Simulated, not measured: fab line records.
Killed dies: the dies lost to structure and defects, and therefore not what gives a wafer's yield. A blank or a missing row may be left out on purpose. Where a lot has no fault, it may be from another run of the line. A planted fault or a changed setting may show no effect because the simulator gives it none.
Which of the tools did it? -- flow sky130 -- 21 wafers from 7 lots sampled at 3 of the route's 708 steps

== WHAT THE GAUGES SHOWED, per wafer ==
SKY_CONTACT_OVL_MEAS_15.
lot,measured,on,CONTACT_OVL (nm)
L435,day 31 19:58,overlay-02,-1 -3 -1
L439,day 34 00:26,overlay-01,1 9 2
L446,day 35 12:16,overlay-02,-8 -6 -3
L448,day 36 09:22,overlay-01,1 2 -1
L452,day 37 11:19,overlay-01,-9 -6 -3
L454,day 37 17:38,overlay-01,-2 1 -3
L456,day 39 02:34,overlay-01,5 6 10

== EACH LOT AND THE TOOL THAT RAN IT (in order: tool; ch and the chambers of the sampled wafers; start) ==
lot,SKY_SD_N_EXPOSE_04,SKY_LI_CONTACT_CVD_21
L435,"iline_stepper-01 ch 0, day 27 12:13","cvd_w-01 ch 0,1, day 29 08:57"
L439,"iline_stepper-02 ch 0, day 29 20:31","cvd_w-01 ch 0,1, day 31 15:43"
L446,"iline_stepper-01 ch 0, day 31 11:46","cvd_w-02 ch 0,1, day 33 05:58"
L448,"iline_stepper-01, day 32 06:11","cvd_w-01 ch 0,1, day 34 00:28"
L452,"iline_stepper-02 ch 0, day 33 09:20","cvd_w-01 ch 0,1, day 35 03:30"
L454,"iline_stepper-02 ch 0, day 33 17:00","cvd_w-02 ch 0,1, day 35 10:44"
L456,"iline_stepper-01 ch 0, day 35 01:45","cvd_w-01 ch 0,1, day 36 20:19"
- SKY_SD_N_EXPOSE_04: exposes mask NSDM, target cd 380 nm.
- SKY_LI_CONTACT_CVD_21: deposits W, target thk 400 nm, time 120.56 s.

== THE ANSWER, worked out from the rows above alone ==
Rule: the lots themselves supply what counts as usual. Put in order of their means at a reading, lots are off if they are a third of the lots or fewer, leave a main group of 4 or more, and stand apart from it by a gap of 3 or more times the standard deviation of the main group's means; of several such gaps the widest counts. A main group is skipped when, at the precision printed for the reading in the tables above, its means are all equal. A lot without any number at a reading at which 4 lots or more have one is off too. Where the step has rows for the other lots, those lots are counted as sound.
No lot is off at any reading shown: from this, nothing can be told.

== WHAT THE SIMULATOR HAD INSERTED ==
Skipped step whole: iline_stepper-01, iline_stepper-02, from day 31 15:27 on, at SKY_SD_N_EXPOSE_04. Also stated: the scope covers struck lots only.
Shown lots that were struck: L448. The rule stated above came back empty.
